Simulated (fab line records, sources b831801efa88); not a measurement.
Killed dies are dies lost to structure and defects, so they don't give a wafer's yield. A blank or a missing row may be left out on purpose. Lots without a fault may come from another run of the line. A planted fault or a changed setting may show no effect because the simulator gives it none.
fab line records | flow gf180mcu | part 1 of 2: steps 1 to 31 of 40
record lots=5 wafers=15 last_day=32
route steps=602 shown M4@461 V4@476
lots that met no fault: from a run of the same line without faults
start_h: hours from the record's first day to the start of the lot's first wafer shown | wait_h: hours since the lot's step before | " the same as in the row above | L1.1+2: a row that stands for several wafers | - no value, or no start given | * or withheld: withheld | < > ~ a bound
route shown NAME@n: a module of which the file shows steps, and the number in the route of the first | usual: mean/standard deviation of fault-free wafers | same: alike in all rows | chamber/n: place in a boat | sites: the reading at each site | _std_site: their standard deviation | _edge_site: outer sites' mean less inner sites' | radius_mm: how far each site lies from the wafer's centre | mask NAME#n: copy n | behind: the tool/chamber that last shaped the wafer | hold: why the lot was held/for how many hours/how that ended | device: the transistor (n, p or np) that didn't switch | end of line: the same wafers' tests at the end of the route | a step without rows: its recipe alone | killed: dies lost to structure and defects at the first sort, not the wafer's yield | map: a wafer's dies, x killed, . not, _ none there
set.NAME: the setting as run; set.NAME@STEP: as run at that earlier step | model.NAME: the simulator's own value behind a step, which no gauge read
lots at some steps of the route; a table a step, a row a wafer
services: from which hour (start_h, from the record's first day; less than 0 if before it) a tool's chamber was out of use, for how many hours, and why
## steps
# step GF_M4_RS_MEAS_05
# recipe thk_meas_gauge=four-point-probe reads=TiN_of_M4_SPUTTER_04+Ti_of_M4_SPUTTER_03+AlCu_of_M4_SPUTTER_02+TiN_of_M4_SPUTTER_01+Ti_of_M4_SPUTTER_00
# usual M4_ALCU_RS=0.0694/0.00069
# columns lot.wafer tool chamber start_h wait_h M4_ALCU_RS[ohm/sq]
L074.2 film_metro-04 - 517.34 0.0 0.0682
L074.3 " - " " 0.0688
L074.4 " - " " 0.0684
L079.2 film_metro-03 - 566.10 0.0 0.0687
L079.3 " - " " 0.0698
L079.4 " - " " 0.0694
L087.3 film_metro-03 - 624.27 0.1 0.0692
L087.4 " - " " 0.0699
L087.5 " - " " 0.0703
L088.3 film_metro-02 - 633.17 0.1 0.0701
L088.5 " - " " 0.0700
L088.6 " - " " 0.0691
L089.1 film_metro-02 - 642.45 0.0 0.0694
L089.5 " - " " 0.0689
L089.6 " - " " 0.0686
# step GF_M4_THK_MEAS_06
# recipe thk_meas_gauge=xrf reads=AlCu_of_M4_SPUTTER_02
# usual M4_ALCU_THK=453/4.4
# columns lot.wafer tool chamber start_h wait_h M4_ALCU_THK[nm]
L074.2 film_metro-04 - 517.45 0.1 461
L074.3 " - " " 458
L074.4 " - " " 460
L079.2 film_metro-03 - 566.21 0.1 457
L079.3 " - " " 448
L079.4 " - " " 451
L087.3 film_metro-03 - 624.37 0.1 455
L087.4 " - " " 450
L087.5 " - " " 449
L088.3 film_metro-02 - 633.27 0.1 448
L088.5 " - " " 452
L088.6 " - " " 456
L089.1 film_metro-02 - 642.57 0.1 455
L089.5 " - " " 457
L089.6 " - " " 459
# step GF_M4_DEHYDRATE_07
# recipe temp_c=200 time_s=60
# columns lot.wafer tool chamber start_h wait_h
L074.2+3+4 litho_track-04 0 528.32 10.9
L079.2+3+4 litho_track-04 0 576.82 10.6
L087.3+4+5 litho_track-02 0 633.93 9.6
L088.3+5+6 litho_track-02 0 642.93 9.7
L089.1+5+6 litho_track-01 0 651.65 9.1
# step GF_M4_HMDS_08
# recipe prime_time_s=60 prime_temp_c=120
# columns lot.wafer tool chamber start_h wait_h
L074.2+3+4 litho_track-04 0 528.47 0.1
L079.2+3+4 litho_track-04 0 576.97 0.1
L087.3+4+5 litho_track-02 0 634.08 0.1
L088.3+5+6 litho_track-02 0 643.08 0.1
L089.1+5+6 litho_track-01 0 651.80 0.1
# step GF_M4_COAT_09
# recipe resist=KrF spin_rpm=withheld resist_thk_nm=1000
# columns lot.wafer tool chamber start_h wait_h
L074.2+3+4 litho_track-04 0 528.62 0.1
L079.2+3+4 litho_track-04 0 577.12 0.1
L087.3+4+5 litho_track-02 0 634.23 0.1
L088.3+5+6 litho_track-02 0 643.23 0.1
L089.1+5+6 litho_track-01 0 651.95 0.1
# step GF_M4_SOFTBAKE_10
# recipe temp_c=130 time_s=60 resist=KrF
# columns lot.wafer tool chamber start_h wait_h
L074.2+3+4 litho_track-04 0 528.77 0.1
L079.2+3+4 litho_track-04 0 577.27 0.1
L087.3+4+5 litho_track-02 0 634.38 0.1
L088.3+5+6 litho_track-02 0 643.38 0.1
L089.1+5+6 litho_track-01 0 652.10 0.1
# step GF_M4_EXPOSE_11
# recipe mask_id=Metal4 target_cd_nm=280 na=0.68 source_shape=conventional sigma_outer=0.6 dose_mj=28
# usual focus_offset_nm=-0.1/0.51
# columns lot.wafer tool chamber start_h wait_h mask focus_offset_nm
L074.2 krf_scanner-01 0 - - Metal4#0 -0.2
L074.3 " 0 " " Metal4#0 0.5
L074.4 " 0 " " Metal4#0 0.0
L079.2 krf_scanner-02 0 - - Metal4#0 0.0
L079.3 " 0 " " Metal4#0 1.3
L079.4 " 0 " " Metal4#0 0.4
L087.3 krf_scanner-01 0 - - Metal4#0 -0.1
L087.4 " 0 " " Metal4#0 0.0
L087.5 " 0 " " Metal4#0 -0.4
L088.3 krf_scanner-02 0 - - Metal4#0 -0.5
L088.5 " 0 " " Metal4#0 -0.7
L088.6 " 0 " " Metal4#0 -1.0
L089.1 krf_scanner-01 0 - - Metal4#0 -0.5
L089.5 " 0 " " Metal4#0 0.3
L089.6 " 0 " " Metal4#0 0.0
# step GF_M4_PEB_12
# recipe peb_temp_c=135 peb_time_s=90 resist=KrF
# same peb_time_s=90
# columns lot.wafer tool chamber start_h wait_h
L074.2+3+4 litho_track-04 0 - -
L079.2+3+4 litho_track-04 0 - -
L087.3+4+5 litho_track-02 0 - -
L088.3+5+6 litho_track-01 0 - -
L089.1+5+6 litho_track-02 0 - -
# step GF_M4_DEVELOP_13
# recipe develop_time_s=60 dev_temp_c=21
# usual developer_temp_C=21.01/0.11
# columns lot.wafer tool chamber start_h wait_h developer_temp_C
L074.2 litho_track-04 0 539.72 0.2 20.97
L074.3 " 0 " " 21.04
L074.4 " 0 " " 21.09
L079.2 litho_track-04 0 587.27 0.2 20.95
L079.3 " 0 " " 20.95
L079.4 " 0 " " 21.01
L087.3 litho_track-02 0 644.03 0.1 20.86
L087.4 " 0 " " 20.90
L087.5 " 0 " " 20.99
L088.3 litho_track-01 0 653.25 0.1 20.91
L088.5 " 0 " " 21.18
L088.6 " 0 " " 20.99
L089.1 litho_track-02 0 661.93 0.2 21.09
L089.5 " 0 " " 21.12
L089.6 " 0 " " 20.98
# step GF_M4_CD_MEAS_14
# recipe target_cd_nm=280
# usual cd_nm=280.2/1.2
# columns lot.wafer tool chamber start_h wait_h cd_nm
L074.2 cd_sem-01 - 539.86 0.1 280.1
L074.3 " - " " 280.0
L074.4 " - " " 280.3
L079.2 cd_sem-02 - 587.41 0.1 279.8
L079.3 " - " " 279.4
L079.4 " - " " 278.8
L087.3 cd_sem-01 - 644.17 0.1 281.0
L087.4 " - " " 281.0
L087.5 " - " " 280.3
L088.3 cd_sem-02 - 653.39 0.1 280.9
L088.5 " - " " 281.4
L088.6 " - " " 280.9
L089.1 cd_sem-01 - 662.08 0.1 283.7
L089.5 " - " " 282.2
L089.6 " - " " 281.8
# step GF_M4_OVL_MEAS_15
# usual M4_OVL=1/4.9
# columns lot.wafer tool chamber start_h wait_h M4_OVL[nm]
L074.2 overlay-02 - 539.97 0.1 7
L074.3 " - " " 4
L074.4 " - " " 5
L079.2 overlay-02 - 587.52 0.1 10
L079.3 " - " " 2
L079.4 " - " " 5
L087.3 overlay-01 - 644.26 0.1 1
L087.4 " - " " 4
L087.5 " - " " 4
L088.3 overlay-01 - 653.48 0.1 3
L088.5 " - " " 1
L088.6 " - " " 0
L089.1 overlay-01 - 662.20 0.1 7
L089.5 " - " " 9
L089.6 " - " " -2
# step GF_M4_METAL_ETCH_16
# recipe chemistry=Cl2/BCl3 mask_material=KrF target_depth_nm=627.5 stop_on=SiO2 pressure_mtorr=8 icp_w=800 bias_w=140 Cl2_flow_sccm=80 bcl3_flow_sccm=40 time_s=104.6
# usual bias_w=140.0/0.49 drypump_motor_current_A=5.75/0.22 he_backside_leak_sccm=3.37/0.22 oes_product_au=0.971/0.0055 throttle_valve_pct=28.250/0.01
# columns lot.wafer tool chamber start_h wait_h bias_w drypump_motor_current_A he_backside_leak_sccm oes_product_au rf_hours_counter_h throttle_valve_pct
L074.2 rie_metal-04 1 540.00 0.0 139.8 5.81 3.10 0.976 7 28.255
L074.3 " 0 " " 139.7 5.46 3.57 0.966 - 28.257
L074.4 " 1 " " 140.3 5.85 3.18 0.981 - 28.248
L079.2 rie_metal-04 0 587.55 0.0 139.8 5.48 3.65 0.972 11 28.247
L079.3 " 0 " " 140.2 5.46 3.61 0.970 - 28.239
L079.4 " 1 " " 140.6 5.83 3.18 0.970 - 28.258
L087.3 rie_metal-04 0 644.32 0.1 139.8 5.46 3.43 0.972 - 28.250
L087.4 " 1 " " 139.8 5.82 3.07 0.966 - 28.264
L087.5 " 1 " " 139.7 5.85 3.01 0.964 - 28.260
L088.3 rie_metal-02 1 653.54 0.1 139.6 5.68 3.47 0.960 - 28.249
L088.5 " 0 " " 140.5 6.06 3.39 0.969 - 28.270
L088.6 " 1 " " 140.0 5.69 3.49 0.968 - 28.256
L089.1 rie_metal-04 0 662.24 0.0 140.3 5.44 3.58 0.972 13 28.247
L089.5 " 1 " " 139.2 5.86 3.12 0.975 - 28.255
L089.6 " 0 " " 139.8 5.45 3.41 0.974 - 28.244
# step GF_M4_STRIP_17
# recipe chemistry=O2/N2 power_w=1400 pressure_mtorr=1500 platen_temp_c=250 o2_flow_sccm=3000 n2_flow_sccm=300 overash_fraction=0.5
# usual drypump_motor_current_A=5.8/0.43 heater_power_w=326/40 oes_product_au=0.557/0.0053 strip_time_to_endpoint_s=7.86/0.057
# columns lot.wafer tool chamber start_h wait_h drypump_motor_current_A heater_power_w oes_product_au rf_hours_counter_h strip_time_to_endpoint_s
L074.2 plasma_asher-01 1 540.11 0.1 6.0 311 0.549 71 7.80
L074.3 " 0 " " 5.9 407 0.559 - 7.81
L074.4 " 1 " " 6.0 304 0.558 - 7.74
L079.2 plasma_asher-02 1 587.66 0.1 5.6 303 0.567 47 7.90
L079.3 " 0 " " 6.0 272 0.560 - 7.93
L079.4 " 1 " " 5.6 304 0.559 - 7.89
L087.3 plasma_asher-02 1 644.43 0.1 5.6 302 0.561 - 7.88
L087.4 " 0 " " 6.0 274 0.558 - 7.87
L087.5 " 1 " " 5.6 306 0.555 - 7.82
L088.3 plasma_asher-04 0 653.65 0.1 6.3 332 0.568 - 7.95
L088.5 " 1 " " 5.0 329 0.565 - 7.92
L088.6 " 0 " " 6.3 319 0.567 - 7.94
L089.1 plasma_asher-02 0 662.35 0.1 6.0 268 0.559 54 7.87
L089.5 " 1 " " 5.7 296 0.555 - 7.80
L089.6 " 0 " " 6.0 280 0.554 - 7.82
# step GF_M4_STRIP_18
# recipe chemistry=post_etch_residue_remover time_s=1200 temp_c=72.5
# columns lot.wafer tool chamber start_h wait_h
L074.2+3+4 wet_bench-01 2 540.21 0.1
L079.2+3+4 wet_bench-03 3 587.76 0.1
L087.3+4+5 wet_bench-01 2 644.50 0.0
L088.3+5+6 wet_bench-03 1 653.72 0.0
L089.1+5+6 wet_bench-03 2 662.45 0.1
# step GF_M4_CLEAN_19
# recipe chemistry=DIW dry=n2_spin
# columns lot.wafer tool chamber start_h wait_h
L074.2+3+4 wet_bench-04 0 540.55 0.0
L079.2+3+4 wet_bench-01 1 588.13 0.0
L087.3+4+5 wet_bench-03 0 644.84 0.0
L088.3+5+6 wet_bench-04 1 654.06 0.0
L089.1+5+6 wet_bench-04 3 662.79 0.0
# step GF_V4_CVD_00
# recipe material=SiO2 target_thk_nm=600 sigma_open_frac=0.3 temp_c=400 time_s=100 sih4_flow_sccm=60 pressure_mtorr=6
# usual sih4_flow_sccm=60.01/0.2
# columns lot.wafer tool chamber start_h wait_h sih4_flow_sccm
L074.2 hdpcvd-02 0 540.65 0.0 59.93
L074.3 " 1 " " 60.16
L074.4 " 0 " " 60.06
L079.2 hdpcvd-02 2 588.23 0.0 60.08
L079.3 " 1 " " 59.90
L079.4 " 2 " " 59.72
L087.3 hdpcvd-02 0 644.93 0.0 59.71
L087.4 " 1 " " 60.02
L087.5 " 2 " " 59.75
L088.3 hdpcvd-02 1 654.15 0.0 60.17
L088.5 " 0 " " 59.75
L088.6 " 2 " " 60.06
L089.1 hdpcvd-02 1 662.88 0.0 59.65
L089.5 " 1 " " 60.11
L089.6 " 0 " " 60.13
# step GF_V4_THK_MEAS_01
# recipe reads=SiO2_of_V4_CVD_00
# usual V4_CVD_00_THK=599/5.7
# columns lot.wafer tool chamber start_h wait_h V4_CVD_00_THK[nm]
L074.2 film_metro-01 - 540.73 0.0 601
L074.3 " - " " 610
L074.4 " - " " 607
L079.2 film_metro-04 - 588.31 0.0 599
L079.3 " - " " 601
L079.4 " - " " 599
L087.3 film_metro-04 - 645.03 0.1 602
L087.4 " - " " 604
L087.5 " - " " 605
L088.3 film_metro-04 - 654.24 0.1 598
L088.5 " - " " 598
L088.6 " - " " 608
L089.1 film_metro-01 - 662.96 0.0 600
L089.5 " - " " 598
L089.6 " - " " 593
# step GF_V4_CVD_02
# recipe material=SiO2 target_thk_nm=850 precursor=TEOS temp_c=400 time_s=94.851 rf_w=600
# usual heater_power_w=717/110
# columns lot.wafer tool chamber start_h wait_h heater_power_w
L074.2 pecvd-04 1 540.78 0.0 901
L074.3 " 2 " " 758
L074.4 " 1 " " 743
L079.2 pecvd-02 0 588.36 0.0 806
L079.3 " 2 " " 752
L079.4 " 1 " " 454
L087.3 pecvd-04 1 645.07 0.0 844
L087.4 " 0 " " 802
L087.5 " 1 " " 900
L088.3 pecvd-02 0 654.28 0.0 862
L088.5 " 0 " " 706
L088.6 " 1 " " 566
L089.1 pecvd-03 2 663.02 0.1 801
L089.5 " 0 " " 690
L089.6 " 2 " " 651
# step GF_V4_THK_MEAS_03
# recipe reads=SiO2_of_V4_CVD_02
# usual V4_CVD_02_THK=850/11
# columns lot.wafer tool chamber start_h wait_h V4_CVD_02_THK[nm]
L074.2 film_metro-02 - 540.86 0.0 834
L074.3 " - " " 827
L074.4 " - " " 847
L079.2 film_metro-01 - 588.44 0.0 849
L079.3 " - " " 852
L079.4 " - " " 860
L087.3 film_metro-01 - 645.15 0.1 843
L087.4 " - " " 852
L087.5 " - " " 857
L088.3 film_metro-01 - 654.37 0.1 843
L088.5 " - " " 864
L088.6 " - " " 852
L089.1 film_metro-04 - 663.08 0.0 840
L089.5 " - " " 853
L089.6 " - " " 849
# step GF_V4_CMP_04
# recipe material=SiO2 down_force_psi=4 platen_rpm=60 pad_velocity_m_s=0.94248
# usual edge_zone_pressure_frac=1.000/0.0048 motor_current_A=11.6/0.9 time_to_endpoint_s=82/6.5
# columns lot.wafer tool chamber start_h wait_h edge_zone_pressure_frac motor_current_A time_to_endpoint_s
L074.3 cmp-01 1 540.91 0.0 1.002 11.9 68
L074.4 " 2 " " 1.000 10.8 75
L074.2 " 3 " " 0.995 13.9 71
L079.4 cmp-02 3 588.54 0.1 0.994 11.1 83
L079.2 " 0 " " 1.002 11.7 83
L079.3 " 1 " " 1.000 11.1 89
L087.4 cmp-01 0 645.19 0.0 1.001 10.7 78
L087.3 " 1 " " 1.002 12.0 74
L087.5 " 1 " " 1.001 11.9 76
L088.3 cmp-02 2 654.51 0.1 0.994 11.4 81
L088.6 " 0 " " 1.005 11.3 81
L088.5 " 1 " " 0.989 11.8 91
L089.1 cmp-02 3 663.24 0.1 1.002 11.0 76
L089.6 " 1 " " 0.988 11.7 87
L089.5 " 2 " " 1.001 11.5 90
# step GF_V4_BOW_MEAS_05
# recipe mode=bow
# usual V4_BOW=135/9.4
# columns lot.wafer tool chamber start_h wait_h V4_BOW[um]
L074.2 film_metro-04 - 541.23 0.2 157
L074.3 " - " " 153
L074.4 " - " " 147
L079.2 film_metro-01 - 588.81 0.2 118
L079.3 " - " " 119
L079.4 " - " " 129
L087.3 film_metro-02 - 645.53 0.2 131
L087.4 " - " " 132
L087.5 " - " " 130
L088.3 film_metro-04 - 654.75 0.2 135
L088.5 " - " " 141
L088.6 " - " " 113
L089.1 film_metro-02 - 663.44 0.1 124
L089.5 " - " " 130
L089.6 " - " " 119
# step GF_V4_DEHYDRATE_06
# recipe temp_c=200 time_s=60
# columns lot.wafer tool chamber start_h wait_h
L074.2+3+4 litho_track-02 0 552.01 10.8
L079.2+3+4 litho_track-04 0 599.12 10.3
L087.3+4+5 litho_track-04 0 655.04 9.5
L088.3+5+6 litho_track-04 0 664.29 9.5
L089.1+5+6 litho_track-03 0 672.17 8.7
# step GF_V4_HMDS_07
# recipe prime_time_s=60 prime_temp_c=120
# columns lot.wafer tool chamber start_h wait_h
L074.2+3+4 litho_track-02 0 552.16 0.1
L079.2+3+4 litho_track-04 0 599.27 0.1
L087.3+4+5 litho_track-04 0 655.19 0.1
L088.3+5+6 litho_track-04 0 664.44 0.1
L089.1+5+6 litho_track-03 0 672.32 0.1
# step GF_V4_COAT_08
# recipe resist=BARC temp_c=withheld time_s=withheld spin_rpm=withheld resist_thk_nm=withheld
# columns lot.wafer tool chamber start_h wait_h
L074.2+3+4 litho_track-02 0 552.31 0.1
L079.2+3+4 litho_track-04 0 599.42 0.1
L087.3+4+5 litho_track-04 0 655.34 0.1
L088.3+5+6 litho_track-04 0 664.59 0.1
L089.1+5+6 litho_track-03 0 672.47 0.1
# step GF_V4_COAT_09
# recipe resist=KrF spin_rpm=withheld resist_thk_nm=1020
# columns lot.wafer tool chamber start_h wait_h
L074.2+3+4 litho_track-02 0 - -
L079.2+3+4 litho_track-04 0 - -
L087.3+4+5 litho_track-04 0 - -
L088.3+5+6 litho_track-04 0 - -
L089.1+5+6 litho_track-03 0 - -
# step GF_V4_SOFTBAKE_10
# recipe temp_c=130 time_s=60 resist=KrF
# columns lot.wafer tool chamber start_h wait_h
L074.2+3+4 litho_track-02 0 - -
L079.2+3+4 litho_track-04 0 - -
L087.3+4+5 litho_track-04 0 - -
L088.3+5+6 litho_track-04 0 - -
L089.1+5+6 litho_track-03 0 - -
# step GF_V4_EXPOSE_11
# recipe mask_id=Via4 target_cd_nm=260 na=0.68 source_shape=conventional sigma_outer=0.6 dose_mj=38
# usual focus_offset_nm=0.0/0.47
# columns lot.wafer tool chamber start_h wait_h mask focus_offset_nm
L074.2 krf_scanner-01 0 - - Via4#0 0.9
L074.3 " 0 " " Via4#0 -0.2
L074.4 " 0 " " Via4#0 0.0
L079.2 krf_scanner-02 0 - - Via4#0 0.5
L079.3 " 0 " " Via4#0 0.4
L079.4 " 0 " " Via4#0 0.8
L087.3 krf_scanner-01 0 - - Via4#0 0.2
L087.4 " 0 " " Via4#0 0.1
L087.5 " 0 " " Via4#0 0.0
L088.3 krf_scanner-01 0 - - Via4#0 -0.7
L088.5 " 0 " " Via4#0 -0.3
L088.6 " 0 " " Via4#0 0.2
L089.1 krf_scanner-02 0 - - Via4#0 0.1
L089.5 " 0 " " Via4#0 0.0
L089.6 " 0 " " Via4#0 0.7
# step GF_V4_PEB_12
# recipe peb_temp_c=135 peb_time_s=90 resist=KrF
# same peb_time_s=90
# columns lot.wafer tool chamber start_h wait_h
L074.2+3+4 litho_track-04 0 - -
L079.2+3+4 litho_track-03 0 - -
L087.3+4+5 litho_track-04 0 - -
L088.3+5+6 litho_track-02 0 - -
L089.1+5+6 litho_track-02 0 - -
# step GF_V4_DEVELOP_13
# recipe develop_time_s=60 resist=KrF dev_temp_c=21
# usual developer_temp_C=20.98/0.1
# columns lot.wafer tool chamber start_h wait_h developer_temp_C
L074.2 litho_track-04 0 563.27 0.2 20.87
L074.3 " 0 " " 20.85
L074.4 " 0 " " 20.75
L079.2 litho_track-03 0 609.69 0.2 20.86
L079.3 " 0 " " 20.86
L079.4 " 0 " " 20.87
L087.3 litho_track-04 0 665.24 0.1 21.14
L087.4 " 0 " " 21.10
L087.5 " 0 " " 21.19
L088.3 litho_track-02 0 674.18 0.1 21.01
L088.5 " 0 " " 21.05
L088.6 " 0 " " 21.08
L089.1 litho_track-02 0 682.08 0.2 20.92
L089.5 " 0 " " 21.11
L089.6 " 0 " " 21.14
# step GF_V4_CD_MEAS_14
# recipe target_cd_nm=260
# usual cd_nm=260.0/1.2
# columns lot.wafer tool chamber start_h wait_h cd_nm
L074.2 cd_sem-02 - 563.41 0.1 260.6
L074.3 " - " " 259.4
L074.4 " - " " 259.6
L079.2 cd_sem-01 - 609.84 0.1 261.1
L079.3 " - " " 260.9
L079.4 " - " " 260.3
L087.3 cd_sem-02 - 665.38 0.1 260.4
L087.4 " - " " 261.2
L087.5 " - " " 260.4
L088.3 cd_sem-01 - 674.32 0.1 261.1
L088.5 " - " " 260.8
L088.6 " - " " 260.9
L089.1 cd_sem-01 - 682.23 0.1 261.2
L089.5 " - " " 261.8
L089.6 " - " " 262.4
# step GF_V4_OVL_MEAS_15
# usual V4_OVL=-2/4.6
# columns lot.wafer tool chamber start_h wait_h V4_OVL[nm]
L074.2 overlay-02 - 563.52 0.1 2
L074.3 " - " " -3
L074.4 " - " " 2
L079.2 overlay-01 - 609.94 0.1 -5
L079.3 " - " " -1
L079.4 " - " " -4
L087.3 overlay-02 - 665.48 0.1 4
L087.4 " - " " -2
L087.5 " - " " -4
L088.3 overlay-01 - 674.41 0.1 -6
L088.5 " - " " -10
L088.6 " - " " -4
L089.1 overlay-01 - 682.35 0.1 -6
L089.5 " - " " 2
L089.6 " - " " 0
